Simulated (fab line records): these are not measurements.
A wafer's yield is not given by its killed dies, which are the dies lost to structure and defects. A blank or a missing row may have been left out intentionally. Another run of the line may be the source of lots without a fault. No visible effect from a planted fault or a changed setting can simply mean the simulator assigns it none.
Which of the tools did it? :: flow gf180mcu :: 36 wafers sampled from 12 lots at 1 step of a route of 602

## WHAT THE GAUGES READ, wafer by wafer
GF_M2_OVL_MEAS_15.
lot: L075
measured: day 19 17:46
on: overlay-01
M2_OVL (nm): 1 3 6

lot: L077
measured: day 20 06:40
on: overlay-01
M2_OVL (nm): 2 0 10

lot: L079
measured: day 21 00:52
on: overlay-02
M2_OVL (nm): 8 -1 5

lot: L081
measured: day 21 23:27
on: overlay-01
M2_OVL (nm): 4 -2 3

lot: L083
measured: day 22 13:04
on: overlay-01
M2_OVL (nm): 2 2 2

lot: L085
measured: day 23 12:19
on: overlay-02
M2_OVL (nm): -9 -6 9

lot: L087
measured: day 24 02:00
on: overlay-01
M2_OVL (nm): 0 -1 -2

lot: L089
measured: day 24 19:34
on: overlay-01
M2_OVL (nm): 7 3 12

lot: L091
measured: day 25 08:38
on: overlay-01
M2_OVL (nm): 10 -2 10

lot: L093
measured: day 25 22:29
on: overlay-01
M2_OVL (nm): -11 -8 -3

lot: L095
measured: day 26 16:52
on: overlay-02
M2_OVL (nm): -4 1 -4

lot: L097
measured: day 27 12:08
on: overlay-01
M2_OVL (nm): -22 -14 -6

## WHAT TOOL EACH LOT RAN ON (gives the tool, then ch and the chambers of the sampled wafers, and finally the start)
No process step before these readings appears in the record.

## THE ANSWER, worked out from the rows above alone
Rule: usual is defined by the lots themselves. Put in order of their means at a reading, lots are off if they are a third of the lots or fewer, leave a main group of 4 or more, and stand apart from it by a gap of 3 or more times the standard deviation of the main group's means; of several such gaps the widest counts. The tables above print the reading to a certain number of digits; a main group whose means all agree to those digits is not used. Also off: a lot with no number at a reading for which 4 or more lots have one. The other lots that the step has rows for count as sound.
None of the lots is off at any reading shown; this tells nothing.

## WHAT WAS PUT IN BY THE SIMULATOR
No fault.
